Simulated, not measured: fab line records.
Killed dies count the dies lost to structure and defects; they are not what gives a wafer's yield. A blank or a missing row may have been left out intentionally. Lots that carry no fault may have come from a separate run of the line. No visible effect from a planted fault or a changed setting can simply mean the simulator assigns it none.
A struck lot beside a sound one    flow sky130    16 steps out of a route of 708
Sound: the wafers L339.2, L339.3, L339.6. Struck: wafers L356.4, L356.5. (L356.3 of the same lot was not struck and is left out.) The cause comes at the end.
Per side, at each step with rows, come the tool, then ch with its chambers, and then its first start. Under that, the readings that differ: sound wafers    struck wafers    difference of the means    sigmas: that difference in standard deviations of wafers without a fault.
alike: words and numbers the same on both sides, and readings whose means are apart by under 2 such deviations; not compared: readings that were withheld, readings missing a value for some wafer, numbers with overlapping values and no deviation given by the record, and bounds like >300 which may hide the same value.
The two part at a step that has a row with sigmas, a row that says differs or no value, or rows on one side only. Non-overlapping numbers with no deviation appear without sigmas and do not part them. A reading missing from all wafers of one side parts the sides only when that side holds two or more wafers.

SKY_VIA3_CMP_02: polishes SiO2.
  sound on cmp-01 ch 1,3, day 40 19:09; struck on cmp-02 ch 0,2, day 44 23:05
  alike: motor current A
SKY_VIA3_BOW_MEAS_03:
  struck on film metro-02, day 44 23:19; sound on film metro-03, day 40 19:25
  alike: VIA3_BOW
then, 8 steps without rows for these wafers: SKY_VIA3_DEHYDRATE_04 (time 60 s); SKY_VIA3_HMDS_05 (prime time 60 s); SKY_VIA3_COAT_06 (resist thk 60 nm); SKY_VIA3_COAT_07 (resist thk 450 nm); SKY_VIA3_SOFTBAKE_08 (time 90 s); SKY_VIA3_EXPOSE_09 (exposes mask VIM3, target cd 200 nm); SKY_VIA3_PEB_10; SKY_VIA3_DEVELOP_11 (develop time 60 s).
SKY_VIA3_CD_MEAS_12 targets a cd of 200 nm.
  struck on cd sem-02, day 45 20:23; sound on cd sem-02, day 41 19:13
reading     sound              struck       difference  sigmas
cd nm (nm)  199.8 198.7 200.6  203.2 204.2  +4.0        +3
SKY_VIA3_OVL_MEAS_13:
  struck on overlay-01, day 45 20:29; sound on overlay-01, day 41 19:19
  alike: VIA3_OVL
SKY_VIA3_ETCH_14: etches BARC in N2/H2, stops on SiO2, time 45.9 s, target depth 60 nm.
  sound on rie diel-04 ch 1,2, day 41 19:21; struck on rie diel-04 ch 0,3, day 45 20:31
reading                                      sound              struck       difference  sigmas
oes product au (a.u.)                        0.861 0.855 0.860  0.776 0.795  -0.073      -14
run length s (s)                             73.8 74.7 73.7     81.4 81.9    +7.6        +15
model.KrF-thick_of_VIA3_COAT_07.thk nm (nm)  391.7 392.2 390.1  384.4 384.6  -6.8        
  alike: drypump motor current A, h2 flow sccm, throttle valve pct
  not compared: rf hours counter h
SKY_VIA3_ETCH_15: etches SiO2 in C4F8/O2/Ar, stops on TiN, target depth 507 nm, time 78 s.
  sound on rie diel-04 ch 1,2, day 41 19:23; struck on rie diel-04 ch 0,3, day 45 20:33
reading                                      sound              struck     difference  sigmas
model.KrF-thick_of_VIA3_COAT_07.thk nm (nm)  289.9 291.4 287.4  284.4 285  -4.9        
  alike: oes product au, run length s
  not compared: rf hours counter h
SKY_VIA3_STRIP_16: strips in O2/N2.
  sound on plasma asher-04 ch 0,1, day 41 19:27; struck on plasma asher-04 ch 1, day 45 20:38
  alike: drypump motor current A, oes product au, strip time to endpoint s
  not compared: rf hours counter h
-- the record jumps here: 5 days lie between the struck wafers' starts before and after (it left off in module VIA3 and takes up again in module PAD_OPEN, whose first step shown is number 708 of the route) --
SKY_PAD_OPEN_PROBE_99:
  record: rows for the struck wafers here (prober-01, day 50 21:15), none for the sound ones

== WHERE THEY PART ==
At SKY_VIA3_CD_MEAS_12 first; at SKY_PAD_OPEN_PROBE_99 last (within this record only).

WHY: the cause the simulator had injected
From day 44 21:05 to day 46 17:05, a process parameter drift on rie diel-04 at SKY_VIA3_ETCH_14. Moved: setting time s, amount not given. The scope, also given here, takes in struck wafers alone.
